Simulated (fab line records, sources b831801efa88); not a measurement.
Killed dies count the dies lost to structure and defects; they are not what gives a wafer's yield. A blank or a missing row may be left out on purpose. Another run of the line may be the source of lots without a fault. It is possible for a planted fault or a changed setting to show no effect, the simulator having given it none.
A struck lot beside a sound one | flow sky130 | 15 steps out of a route of 708
Sound: wafers L986.1, L986.2, L986.4. Wafers struck: L101.2, L101.3, L101.5. The cause is named last.
At each step with rows: each side's tool, then ch and its chambers, then its first start. Under that, the readings that differ: sound wafers | struck wafers | difference of the means | sigmas: that difference in standard deviations of wafers without a fault.
alike: readings with means less than 2 such deviations apart, plus words and numbers identical on both sides. not compared: withheld readings, readings lacking a value on some wafer, bounds such as >300 that could conceal the same value, and numbers that have no deviation in the record and whose values overlap.
A row with sigmas, a row that says differs or no value, or rows on one side alone: a step with any of these is where the two part. Numbers that don't overlap but have no deviation are shown without sigmas and don't part them. Lack of a reading on every wafer of one side parts them only where that side has two or more wafers.

first, 5 steps without rows for these wafers: SKY_LDD_N_COAT_02 (resist thk 300 nm); SKY_LDD_N_SOFTBAKE_03 (time 60 s); SKY_LDD_N_EXPOSE_04 (exposes mask NTM, target cd 840 nm); SKY_LDD_N_PEB_05; SKY_LDD_N_DEVELOP_06 (develop time 60 s).
SKY_LDD_N_OVL_MEAS_07:
  struck on overlay-02, day 24 05:50; sound on overlay-02, day 18 03:46
reading        | sound         | struck         | difference | sigmas
LDD_N_OVL (nm) | -2.1 -0.4 0.5 | -5.2 -3.2 -4.4 | -3.6       | -3
then, 6 steps without rows for these wafers: SKY_LDD_N_IMPLANT_08; SKY_LDD_N_IMPLANT_09; SKY_LDD_N_IMPLANT_10; SKY_LDD_N_IMPLANT_11; SKY_LDD_N_IMPLANT_12; SKY_LDD_N_IMPLANT_13.
SKY_LDD_N_IMPLANT_14:
  sound on implanter-01 ch 0, day 18 04:42; struck on implanter-01 ch 0, day 24 06:47
reading          | sound                         | struck                        | difference | sigmas
doseIonsCm2      | 5.005e+12 4.995e+12 4.997e+12 | 4.805e+12 4.801e+12 4.791e+12 | -2.000e+11 | -38
faradayCurrentUA | 28.3 28.1 28.6                | 26.7 26.5 27.0                | -1.6       | -3
then, 2 steps without rows for these wafers: SKY_LDD_N_IMPLANT_15; SKY_PAD_OPEN_PROBE_99.

## WHERE THEY PART
At SKY_LDD_N_OVL_MEAS_07 first; at SKY_LDD_N_IMPLANT_14 last (within this record only).

WHY: whatever the simulator had introduced
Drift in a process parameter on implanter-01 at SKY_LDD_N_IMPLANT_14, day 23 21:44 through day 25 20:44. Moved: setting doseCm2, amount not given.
